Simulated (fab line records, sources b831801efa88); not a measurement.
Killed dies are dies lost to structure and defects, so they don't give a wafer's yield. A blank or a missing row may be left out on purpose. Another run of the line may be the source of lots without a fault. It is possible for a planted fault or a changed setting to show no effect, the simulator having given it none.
2 desks, one fault -- flow sfqLine -- what lay behind the numbers comes last; until then each desk has only its own

## THE METROLOGY DESK
What the gauges read, lot by lot, whatever tool the lot ran on: means of the sampled wafers that have a number. The brackets show how far a lot's mean lies from the usual mean; more than 4 standard deviations puts the lot out of limits, marked OUT.
Columns: A = INCOMING_BOW at SFQ_INCOMING_BOW_MEAS_900, usual 1 um; B = L0_MONX_KI_RS at SFQ_L0_RS_MEAS_901, usual 43.5 ohm/sq; C = L0_MONX_KI_THK at SFQ_L0_THK_MEAS_902, usual 39.6 nm
lot,first seen here,A,B,C
L847,day 2 01:00,4,43.2,40.0
L850,day 2 16:01,6,43.9,39.1
L852,day 3 02:05,0,44.0,39.4
L855,day 3 17:00,-2,43.2,39.7
L857,day 4 03:01,3,42.8,40.0
L861,day 4 23:01,2,43.7,39.0
L862,day 5 04:01,3,43.3,40.3
This desk's finding: nothing out of limits on any of the 7 lots.

## THE TOOL OWNER'S DESK: rieMetal-02
The tool's own readings at SFQ_TRILAYER_L0_BARC_OPEN_METAL_ETCH_010 (etches BARC in O2, target depth 125 nm, time 41.7 s): means of the sampled wafers that have a number, for each lot that ran on this tool. The brackets show how far a lot's mean lies from the usual mean; more than 4 standard deviations puts the lot out of limits, marked OUT.
Columns: A = drypumpMotorCurrentA at SFQ_TRILAYER_L0_BARC_OPEN_METAL_ETCH_010, usual 6.0 A; B = oesProductAu at SFQ_TRILAYER_L0_BARC_OPEN_METAL_ETCH_010, usual 0.685 a.u.; C = rfFwdPowerW at SFQ_TRILAYER_L0_BARC_OPEN_METAL_ETCH_010, usual 595.3 W; D = runLengthS at SFQ_TRILAYER_L0_BARC_OPEN_METAL_ETCH_010, usual 69.78 s
lot,first seen here,A,B,C,D
L847,day 4 23:59,6.0,0.684,598.7,70.30
L850,day 5 21:16,6.0,0.708 (+5.7) OUT,595.3,68.46 (-4.4) OUT
L852,day 6 06:54,6.1,0.758 (+18) OUT,-,65.18 (-15) OUT
L857,day 7 06:52,6.1,0.715 (+7.2) OUT,597.1,67.66 (-7.1) OUT
This desk's finding: out of limits on L850, L852, L857; first on L850, day 5 21:16 (oesProductAu at SFQ_TRILAYER_L0_BARC_OPEN_METAL_ETCH_010). L847 stayed within limits.

## PUT TOGETHER
The tool owner's desk could have raised an alarm at day 5 21:16, on L850, L852, L857.
At the metrology desk, nothing out of limits was observed.
The metrology desk has L850, L852, L857 on record, within its limits.
Of the lots named, all ran SFQ_TRILAYER_L0_BARC_OPEN_METAL_ETCH_010 on rieMetal-02.

## WHAT THE SIMULATOR HAD INSERTED
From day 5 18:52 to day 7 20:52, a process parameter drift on rieMetal-02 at SFQ_TRILAYER_L0_BARC_OPEN_METAL_ETCH_010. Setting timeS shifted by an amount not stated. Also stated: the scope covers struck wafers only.
Struck lots among those shown: L850, L852, L857.
How many hours passed from the start of the fault until each desk's first out-of-limits reading: the tool owner's desk, 2.
